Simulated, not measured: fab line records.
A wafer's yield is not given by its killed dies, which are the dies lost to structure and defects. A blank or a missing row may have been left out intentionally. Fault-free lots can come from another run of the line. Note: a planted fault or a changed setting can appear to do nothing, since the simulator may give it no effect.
Lot-split experiment / flow sfq line / 23 wafers read across 5 lots, on a route 325 steps long

== THE SPLIT ITSELF ==
At SFQ_TRILAYER_L0_VIA_LITHO_COAT_018 (resist thk 62 nm), the setting spin rpm was moved away from the recipe's 3000 rpm on 6 of the 23 wafers read, by -5.7% to -5.0%. This setting was run at the recipe's value on the other wafers.

Reading taken at the split's own step.

== THE READING ==
BARC_of_TRILAYER_L0_VIA_LITHO_COAT_018.thk nm (the simulator's own value, which no gauge read), in nm, at SFQ_TRILAYER_L0_VIA_LITHO_COAT_018 (resist thk 62 nm). There is no usual value for it anywhere in the file. Here, 17 wafers ran the recipe; their average is 61.86 nm with a standard deviation of 0.13 nm.

wafer=L074.2; tool, chamber at the split=litho track-02, 0; spin rpm as run, rpm=3000; against the recipe=recipe; BARC_of_TRILAYER_L0_VIA_LITHO_COAT_018.thk nm, nm=61.65; against lot-mates on the recipe=-
wafer=L074.3; tool, chamber at the split=litho track-02, 0; spin rpm as run, rpm=3000; against the recipe=recipe; BARC_of_TRILAYER_L0_VIA_LITHO_COAT_018.thk nm, nm=61.82; against lot-mates on the recipe=-
wafer=L074.4; tool, chamber at the split=litho track-02, 0; spin rpm as run, rpm=3000; against the recipe=recipe; BARC_of_TRILAYER_L0_VIA_LITHO_COAT_018.thk nm, nm=61.99; against lot-mates on the recipe=-
wafer=L074.5; tool, chamber at the split=litho track-02, 0; spin rpm as run, rpm=3000; against the recipe=recipe; BARC_of_TRILAYER_L0_VIA_LITHO_COAT_018.thk nm, nm=61.77; against lot-mates on the recipe=-
wafer=L074.6; tool, chamber at the split=litho track-02, 0; spin rpm as run, rpm=3000; against the recipe=recipe; BARC_of_TRILAYER_L0_VIA_LITHO_COAT_018.thk nm, nm=61.6; against lot-mates on the recipe=-
wafer=L076.2; tool, chamber at the split=litho track-02, 0; spin rpm as run, rpm=2849; against the recipe=-5.0%; BARC_of_TRILAYER_L0_VIA_LITHO_COAT_018.thk nm, nm=63.48; against lot-mates on the recipe=+1.63
wafer=L076.3; tool, chamber at the split=litho track-02, 0; spin rpm as run, rpm=2849; against the recipe=-5.0%; BARC_of_TRILAYER_L0_VIA_LITHO_COAT_018.thk nm, nm=63.44; against lot-mates on the recipe=+1.59
wafer=L076.4; tool, chamber at the split=litho track-02, 0; spin rpm as run, rpm=3000; against the recipe=recipe; BARC_of_TRILAYER_L0_VIA_LITHO_COAT_018.thk nm, nm=61.74; against lot-mates on the recipe=-
wafer=L076.5; tool, chamber at the split=litho track-02, 0; spin rpm as run, rpm=2849; against the recipe=-5.0%; BARC_of_TRILAYER_L0_VIA_LITHO_COAT_018.thk nm, nm=63.65; against lot-mates on the recipe=+1.80
wafer=L076.6; tool, chamber at the split=litho track-02, 0; spin rpm as run, rpm=3000; against the recipe=recipe; BARC_of_TRILAYER_L0_VIA_LITHO_COAT_018.thk nm, nm=61.95; against lot-mates on the recipe=-
wafer=L080.2; tool, chamber at the split=litho track-04, 0; spin rpm as run, rpm=3000; against the recipe=recipe; BARC_of_TRILAYER_L0_VIA_LITHO_COAT_018.thk nm, nm=61.86; against lot-mates on the recipe=-
wafer=L080.3; tool, chamber at the split=litho track-04, 0; spin rpm as run, rpm=3000; against the recipe=recipe; BARC_of_TRILAYER_L0_VIA_LITHO_COAT_018.thk nm, nm=61.81; against lot-mates on the recipe=-
wafer=L080.6; tool, chamber at the split=litho track-04, 0; spin rpm as run, rpm=3000; against the recipe=recipe; BARC_of_TRILAYER_L0_VIA_LITHO_COAT_018.thk nm, nm=62.03; against lot-mates on the recipe=-
wafer=L083.1; tool, chamber at the split=litho track-02, 0; spin rpm as run, rpm=3000; against the recipe=recipe; BARC_of_TRILAYER_L0_VIA_LITHO_COAT_018.thk nm, nm=61.82; against lot-mates on the recipe=-
wafer=L083.2; tool, chamber at the split=litho track-02, 0; spin rpm as run, rpm=3000; against the recipe=recipe; BARC_of_TRILAYER_L0_VIA_LITHO_COAT_018.thk nm, nm=62.02; against lot-mates on the recipe=-
wafer=L083.4; tool, chamber at the split=litho track-02, 0; spin rpm as run, rpm=3000; against the recipe=recipe; BARC_of_TRILAYER_L0_VIA_LITHO_COAT_018.thk nm, nm=61.94; against lot-mates on the recipe=-
wafer=L083.5; tool, chamber at the split=litho track-02, 0; spin rpm as run, rpm=3000; against the recipe=recipe; BARC_of_TRILAYER_L0_VIA_LITHO_COAT_018.thk nm, nm=62.07; against lot-mates on the recipe=-
wafer=L083.6; tool, chamber at the split=litho track-02, 0; spin rpm as run, rpm=3000; against the recipe=recipe; BARC_of_TRILAYER_L0_VIA_LITHO_COAT_018.thk nm, nm=61.84; against lot-mates on the recipe=-
wafer=L084.1; tool, chamber at the split=litho track-01, 0; spin rpm as run, rpm=2830; against the recipe=-5.7%; BARC_of_TRILAYER_L0_VIA_LITHO_COAT_018.thk nm, nm=63.78; against lot-mates on the recipe=+1.92
wafer=L084.3; tool, chamber at the split=litho track-01, 0; spin rpm as run, rpm=2830; against the recipe=-5.7%; BARC_of_TRILAYER_L0_VIA_LITHO_COAT_018.thk nm, nm=63.66; against lot-mates on the recipe=+1.80
wafer=L084.4; tool, chamber at the split=litho track-01, 0; spin rpm as run, rpm=3000; against the recipe=recipe; BARC_of_TRILAYER_L0_VIA_LITHO_COAT_018.thk nm, nm=61.92; against lot-mates on the recipe=-
wafer=L084.5; tool, chamber at the split=litho track-01, 0; spin rpm as run, rpm=2830; against the recipe=-5.7%; BARC_of_TRILAYER_L0_VIA_LITHO_COAT_018.thk nm, nm=63.8; against lot-mates on the recipe=+1.94
wafer=L084.6; tool, chamber at the split=litho track-01, 0; spin rpm as run, rpm=3000; against the recipe=recipe; BARC_of_TRILAYER_L0_VIA_LITHO_COAT_018.thk nm, nm=61.79; against lot-mates on the recipe=-

THE FIT
A straight line over all 23 wafers: BARC_of_TRILAYER_L0_VIA_LITHO_COAT_018.thk nm changes by -0.332 nm for each +1% of spin rpm; r = -0.99; the points scatter about the line by 0.12 nm.
The same after taking each lot's own level away (the mean of its wafers on the recipe; 23 wafers): -0.334 nm for each +1%; r = -0.99; scatter 0.11 nm.
According to that fit, moving spin rpm by its largest amount changes the reading by 1.9 nm.
Across the lots, their own levels run from 61.766 to 61.938 nm, a range of 1.3 times the standard deviation given above.
Consequently the slope shifts little with the lot-to-lot level, the two slopes agreeing.
Check: for one of the wafers moved furthest among these (-5.7%), held out of the fit, the line's prediction against its lot-mates is +1.88 nm. It came out at +1.92 nm against them.

== ADDITIONAL SPLITS CARRIED BY THESE WAFERS ==
Note: prior to the reading, these wafers also went through further splits. Each is held against what the fit with the lots' levels taken away leaves over:
other split on the same wafers=SFQ_TRILAYER_INCOMING_OXIDATION_002 temp c; wafers away from the commonest value=15; r with BARC_of_TRILAYER_L0_VIA_LITHO_COAT_018.thk nm (lot level and that fit taken away)=+0.00
other split on the same wafers=SFQ_TRILAYER_L0_LITHO_COAT_005 spin rpm; wafers away from the commonest value=10; r with BARC_of_TRILAYER_L0_VIA_LITHO_COAT_018.thk nm (lot level and that fit taken away)=+0.14

== FILE'S OWN FIT ==
BARC_of_TRILAYER_L0_VIA_LITHO_COAT_018.thk nm changes by -0.334 nm for each +1% of spin rpm, r = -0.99.
